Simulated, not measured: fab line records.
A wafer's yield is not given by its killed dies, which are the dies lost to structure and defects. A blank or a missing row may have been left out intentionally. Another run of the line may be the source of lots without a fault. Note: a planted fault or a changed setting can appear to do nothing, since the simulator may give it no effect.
What tool caused it? ; flow gf180mcu ; 39 wafers from 13 lots sampled at 5 of the route's 602 steps

== WHAT EACH GAUGE READ, for each wafer ==
GF_STI_BOW_MEAS_00.
lot;measured;on;INCOMING_BOW (um)
L257;day 1 15:01;film_metro-03;-13 1 4
L258;day 1 20:00;film_metro-01;0 -5 -4
L259;day 2 01:01;film_metro-01;-5 -8 -15
L261;day 2 11:00;film_metro-03;11 7 -3
L262;day 2 16:01;film_metro-01;8 -4 3
L263;day 2 21:02;film_metro-01;3 2 0
L264;day 3 02:02;film_metro-01;8 0 -1
L268;day 3 22:04;film_metro-03;-2 -15 -1
L272;day 4 18:00;film_metro-03;0 13 -2
L273;day 4 23:02;film_metro-02;13 5 4
L276;day 5 14:01;film_metro-01;-6 7 -16
L277;day 5 19:01;film_metro-02;4 -2 6
L279;day 6 05:00;film_metro-03;-3 5 -6

GF_DUAL_GATE_THK_MEAS_03.
lot;measured;on;DUAL_GATE_OXIDATION_00_THK (nm)
L257;day 8 00:31;film_metro-02;10.51 10.74 10.55
L258;day 8 05:35;film_metro-02;10.89 10.74 10.84
L259;day 8 15:11;film_metro-03;10.52 10.50 10.40
L261;day 9 03:20;film_metro-03;10.85 10.87 10.74
L262;day 9 11:08;film_metro-02;11.06 10.78 11.03
L263;day 9 13:14;film_metro-02;10.76 10.82 10.69
L264;day 9 21:05;film_metro-01;10.92 10.86 10.81
L268;day 11 02:46;film_metro-02;10.81 10.63 10.77
L272;day 12 03:52;film_metro-02;9.51 9.50 9.67 9.57 9.51 9.69
L273;day 12 09:32;film_metro-01;9.42 9.20 9.33 9.46 9.22 9.36
L276;day 13 07:11;film_metro-01;10.45 10.62 10.53
L277;day 13 13:28;film_metro-02;10.57 10.56 10.69
L279;day 14 03:30;film_metro-03;10.72 10.54 10.71

GF_HV_LDD_OVL_MEAS_20.
lot;measured;on;HV_LDD_01_OVL (nm)
L257;day 11 05:21;overlay-02;-3.9 -1.6 -2.2
L258;day 11 09:59;overlay-02;0.7 0.6 -0.1
L259;day 12 00:40;overlay-01;1.1 1.2 1.4
L261;day 12 09:56;overlay-02;-4.2 -4.3 -2.1
L262;day 12 18:58;overlay-02;-2.7 -2.0 -4.4
L263;day 12 22:06;overlay-02;1.0 2.5 0.3
L264;day 13 07:03;overlay-01;0.6 1.5 0.6
L268;day 14 15:13;overlay-01;-1.6 -2.9 -2.3
L272;day 15 21:38;overlay-01;1.3 -1.5 2.3
L273;day 16 01:25;overlay-01;3.3 1.2 1.7
L276;day 17 03:14;overlay-01;2.4 0.2 0.8
L277;day 17 10:26;overlay-02;-2.4 1.7 -0.4
L279;day 18 02:14;overlay-02;0.5 0.2 -0.7

GF_HV_LDD_OVL_MEAS_32.
lot;measured;on;HV_LDD_02_OVL (nm)
L257;day 12 00:06;overlay-02;-2.2 -1.3 -1.2
L258;day 12 04:50;overlay-02;-3.4 -2.1 -0.9
L259;day 12 19:32;overlay-01;0.1 0.7 1.2
L261;day 13 06:07;overlay-02;-1.8 -0.1 -1.2
L262;day 13 14:54;overlay-01;-0.3 -0.4 -2.0
L263;day 13 18:27;overlay-01;-1.3 -0.9 0.8
L264;day 14 03:34;overlay-02;-1.9 -0.2 -0.9
L268;day 15 12:46;overlay-02;-2.2 -1.6 -1.5
L272;day 16 19:47;overlay-01;-0.5 -0.8 -1.8
L273;day 16 23:51;overlay-02;-0.8 0.6 -2.3
L276;day 18 03:07;overlay-01;-0.8 1.3 -0.6
L277;day 18 09:35;overlay-02;2.5 0.8 1.7
L279;day 19 01:59;overlay-01;-1.3 0.4 -1.2

== TOOL THAT RAN EACH LOT (tool first, then ch and the chambers of the sampled wafers, then the start) ==
lot;GF_DUAL_GATE_OXIDATION_02
L257;furnace-01 ch 0, day 7 23:04
L258;furnace-02 ch 0, day 8 04:08
L259;furnace-02 ch 0, day 8 13:43
L261;furnace-02 ch 0, day 9 01:51
L262;furnace-01 ch 0, day 9 09:41
L263;furnace-02 ch 0, day 9 11:46
L264;furnace-02 ch 0, day 9 19:37
L268;furnace-02 ch 0, day 11 01:17
L272;furnace-01 ch 0, day 12 02:25
L273;furnace-01 ch 0, day 12 08:05
L276;furnace-02 ch 0, day 13 05:43
L277;furnace-02 ch 0, day 13 12:01
L279;furnace-02 ch 0, day 14 02:03
- GF_DUAL_GATE_OXIDATION_02: stabilise 600 s, purge 300 s, target thk 10.887 nm.

== AS READ BY THE TOOLS THEMSELVES (means over the sampled wafers that have a number; for cases with no such wafer, the mark the record gives instead) ==
GF_DUAL_GATE_OXIDATION_02.
lot;tool;spike_tc_bottom_C (C);spike_tc_centre_C (C);spike_tc_lower_C (C);spike_tc_top_C (C);spike_tc_upper_C (C);tube_center_temp_C (C);tube_center_temp_C_max
L257;furnace-01;917.9;901.3;902.3;907.0;898.6;900.04;902.3
L258;furnace-02;917.5;900.8;898.9;913.0;899.6;900.10;902.4
L259;furnace-02;919.0;900.1;899.7;911.6;899.9;900.01;902.3
L261;furnace-02;917.9;900.6;899.3;912.5;901.5;899.97;902.2
L262;furnace-01;918.4;901.9;902.3;906.9;899.3;899.95;902.3
L263;furnace-02;918.4;899.9;899.1;912.8;899.9;900.00;902.4
L264;furnace-02;917.2;901.8;899.8;912.6;900.4;900.04;902.4
L268;furnace-02;917.0;900.5;899.0;910.5;900.2;899.98;902.2
L272;furnace-01;903.6;885.8;888.3;892.8;884.4;885.50;887.9
L273;furnace-01;903.7;885.6;888.1;893.6;885.7;885.50;888.2
L276;furnace-02;917.3;901.1;899.3;912.7;899.2;900.01;902.2
L277;furnace-02;918.2;900.7;898.7;912.3;899.0;900.03;902.1
L279;furnace-02;918.4;901.6;898.9;911.2;899.5;900.00;901.9

== THE ANSWER, worked out from the rows above alone ==
Rule: what is usual is taken from the lots themselves. The widest of any qualifying gaps counts: lots, ordered by their means at a reading, are off when they make up no more than a third of the lots, leave a main group of 4 or more, and stand apart from it by 3 or more times the standard deviation of that group's means. A main group is skipped when, at the precision printed for the reading in the tables above, its means are all equal. Also off: a lot with no number at a reading for which 4 or more lots have one. The other lots that the step has rows for count as sound. The gauges are gone through in route order, then the tools' own readings, and for those a lot's mean is taken as printed above. The first step at which some lot is off is used, and at that step the reading that is off furthest; a lot without a number counts as furthest.
Off: L272, L273, at GF_DUAL_GATE_THK_MEAS_03 (DUAL_GATE_OXIDATION_00_THK). The main group: mean 10.71 nm, standard deviation 0.14.
If a tool, at a process step before that reading, ran all the lots that are off and no sound lot after the first of them, it fits. The gauges at GF_DUAL_GATE_THK_MEAS_03 aren't tried: what is off there is off at GF_DUAL_GATE_OXIDATION_02 too, on other tools, and a gauge's error can't cause that. One fits: GF_DUAL_GATE_OXIDATION_02 on furnace-01. Its last sound lot is L262 (day 9 09:41), its first lot that is off L272 (day 12 02:25): a fault that began between those two fits.
The tool's own readings at GF_DUAL_GATE_OXIDATION_02 bear it out: on the lots that are off they differ by more than 5 times the standard deviation of the sound lots' means. spike_tc_bottom_C reads 903.7 C there against 917.9 C on the sound lots; spike_tc_centre_C reads 885.7 C there against 900.9 C on the sound lots; spike_tc_lower_C reads 888.2 C there against 899.8 C on the sound lots; spike_tc_top_C reads 893.2 C there against 911.2 C on the sound lots; spike_tc_upper_C reads 885.0 C there against 899.7 C on the sound lots; tube_center_temp_C reads 885.50 C there against 900.01 C on the sound lots; tube_center_temp_C_max reads 888.0 there against 902.2 on the sound lots.

== WHAT THE SIMULATOR HAD INSERTED ==
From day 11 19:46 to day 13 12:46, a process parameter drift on furnace-01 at GF_DUAL_GATE_OXIDATION_02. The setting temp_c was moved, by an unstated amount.
Struck lots among those shown: L272, L273. The rule given above showed the same thing.
